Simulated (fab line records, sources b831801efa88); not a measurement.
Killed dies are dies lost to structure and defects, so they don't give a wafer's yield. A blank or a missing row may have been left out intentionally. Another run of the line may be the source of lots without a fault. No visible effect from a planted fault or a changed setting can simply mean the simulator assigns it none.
8D (eight disciplines) problem report, filled in by code    flow gf180mcu    the parts of the form that need people (team, actions taken, sign-off) are left out

== 1. THE PROBLEM ==
dose ions cm2 at GF_DNWELL_IMPLANT_07 reads a mean of 9.302e+12 on 6 wafers of 2 lots; wafers without a fault read 9.999e+12 with a standard deviation of 1.2e+10. Measured from the usual mean, that is -58 standard deviations.
Earliest sighting: wafer L226.1 on implanter-02 at day 4 10:30. The record has a number at this step for 18 wafers belonging to 6 lots. By rule, "out" or "out of limits" means more than 4 standard deviations away from the usual mean. The other wafers with a number count as sound.

== 2. WHAT IT IS, AND WHAT IT ISN'T ==
question                     is                      is not
which readings at this step  dose ions cm2           -
which lots                   L226, L230              L223, L234, L237, L238
which wafers of those lots   all that have a number  -
read on which tools          implanter-02            implanter-01
when                         from day 4 10:30        up to then (3 sound wafers); but 9 sound wafers of L234, L237, L238 came after

== 3. WHAT RULES OUT EACH SUSPECT ==
Counting: a tool at any process step up to the reading remains a suspect when it ran all the lots that are out and ran no sound lot after the first of those.
- implanter-02 at GF_DNWELL_IMPLANT_07: kept. All lots that are out passed through it, beginning with L226 at day 4 10:30, and no sound lot followed; its final sound lot before that point was L223 at day 3 18:46. On those wafers its own readings are out: dose ions cm2.
After counting, what remains is implanter-02 at GF_DNWELL_IMPLANT_07.

== 4. THE CAUSE (what the simulator had put in) ==
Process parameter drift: implanter-02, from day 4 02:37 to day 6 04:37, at GF_DNWELL_IMPLANT_07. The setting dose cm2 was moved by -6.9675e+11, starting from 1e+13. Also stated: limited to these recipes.
After counting, this tool was the only one left.

== 5. THE CHAIN OF EFFECTS, in route order ==
Each row: a reading whose mean over the struck wafers that have a number lies more than 3 standard deviations from the usual. Only readings whose record carries a usual standard deviation are examined. hours: median over the lots of the time between each lot's start at the first step of this table that gives one and its start at this step. sigmas: the change, counted in usual standard deviations.
hours  step                  reading             usual      on struck wafers  change      sigmas
0      GF_DNWELL_IMPLANT_07  dose ions cm2       9.999e+12  9.302e+12         -6.972e+11  -58
0      GF_DNWELL_IMPLANT_07  faraday current uA  56.3       52.6              -3.7        -3.3
Process steps it contains:
- GF_DNWELL_IMPLANT_07

== 6. WHAT WOULD HAVE CAUGHT IT SOONER ==
In this record the first reading out of limits was taken at day 4 10:30, 8 hours after the fault began at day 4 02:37.
